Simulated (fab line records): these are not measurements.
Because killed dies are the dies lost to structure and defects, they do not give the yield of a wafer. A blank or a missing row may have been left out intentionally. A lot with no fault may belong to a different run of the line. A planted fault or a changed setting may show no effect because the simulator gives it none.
8D (eight disciplines) problem report, filled in by code / flow sky130 / the parts of the form that need people (team, actions taken, sign-off) are left out

## 1. THE ISSUE
rfFwdPowerW at SKY_PASSIVATION_ETCH_11 reads a mean of 670.1 W on 2 wafers of 1 lot; wafers without a fault read 797.1 W with a standard deviation of 2.5. Relative to the usual mean, that is a shift of -51 standard deviations.
The step: etches the open film in CF4/O2, stops on AlCu, target depth 725 nm, time 161.1 s.
Seen first at day 47 04:13 on rieDiel-04, wafer L699.4. Wafers with a number at this step in the record: 39, from 13 lots. Rule for "out", or "out of limits": more than 4 standard deviations from the usual mean. All remaining wafers that have a number are taken as sound.

## 2. WHAT IT IS, WHAT IT ISN'T
question=which readings at this step | is=rfFwdPowerW, oesProductAu | is not=biasW
question=which lots | is=L699 | is not=L689, L690, L693, L694, L702, L703, L707, L708, L709, L710, L711, L712
question=which wafers of those lots | is=L699.4, L699.6 | is not=L699.3
question=read on which tools | is=rieDiel-04 | is not=rieDiel-01, rieDiel-02
question=when | is=from day 47 04:13 | is not=up to then (13 sound wafers); but 24 sound wafers of L702, L703, L707, L708, L709, L710, L711, L712 came after

## 3. SUSPECTS, AND WHAT RULES EACH OUT
Counting: any tool at a process step up to the reading remains a suspect provided it ran every lot that is out. Sound lots after the first of them don't rule it out here, since some wafers of a struck lot are sound.
- pvdSputter-02 at SKY_METAL5_SPUTTER_03 (material Ti, target thk 5 nm, time 3.3 s): kept. It processed L699, the lot that is out, at day 45 10:06, and its most recent sound lot before then was L689 at day 42 15:33.
- rieDiel-04 at SKY_PASSIVATION_ETCH_11 (etches the open film in CF4/O2, stops on AlCu, target depth 725 nm, time 161.1 s): kept. It processed L699, the lot that is out, at day 47 04:13, and its most recent sound lot before then was L693 at day 45 20:58. On those wafers its own readings are out: oesProductAu, rfFwdPowerW.
- The sound lot-mates ran in chamber 0 of rieDiel-04 at SKY_PASSIVATION_ETCH_11, but the wafers that are out ran in chamber 3.
After counting, pvdSputter-02 at SKY_METAL5_SPUTTER_03 and rieDiel-04 at SKY_PASSIVATION_ETCH_11 remain.

## 4. THE CAUSE (what the simulator had put in)
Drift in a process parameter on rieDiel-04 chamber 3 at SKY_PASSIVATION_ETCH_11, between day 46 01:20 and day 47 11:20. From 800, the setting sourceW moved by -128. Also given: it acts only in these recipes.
Counting left 2 suspects, and this tool is among them.

## 5. THE CHAIN OF EFFECTS, in route order
Rows list readings where the struck wafers' mean (over those with a number) sits beyond 3 standard deviations from the usual. Only readings for which the record gives a usual standard deviation are gone through. hours: the time from each lot's start at the first step in this table that gives one to its start at this step, as a median over the lots. sigmas: the change in usual standard deviations.
hours=0; step=SKY_PASSIVATION_ETCH_11; reading=oesProductAu; usual=0.975 a.u.; on struck wafers=0.916; change=-0.059; sigmas=-9.2
hours=0; step=SKY_PASSIVATION_ETCH_11; reading=rfFwdPowerW; usual=797.1 W; on struck wafers=670.1; change=-127.0; sigmas=-51
hours=0; step=SKY_PASSIVATION_STRIP_12; reading=stripTimeToEndpointS; usual=31.56 s; on struck wafers=32.21; change=+0.65; sigmas=+5.4
It contains these process steps:
- SKY_PASSIVATION_ETCH_11: etches the open film in CF4/O2, stops on AlCu, target depth 725 nm, time 161.1 s.
- SKY_PASSIVATION_STRIP_12: strips in O2/N2.

## 6. HOW IT WOULD HAVE BEEN CAUGHT EARLIER
The fault began at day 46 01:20; the first out-of-limits reading in this record came at day 47 04:13, 27 hours later.
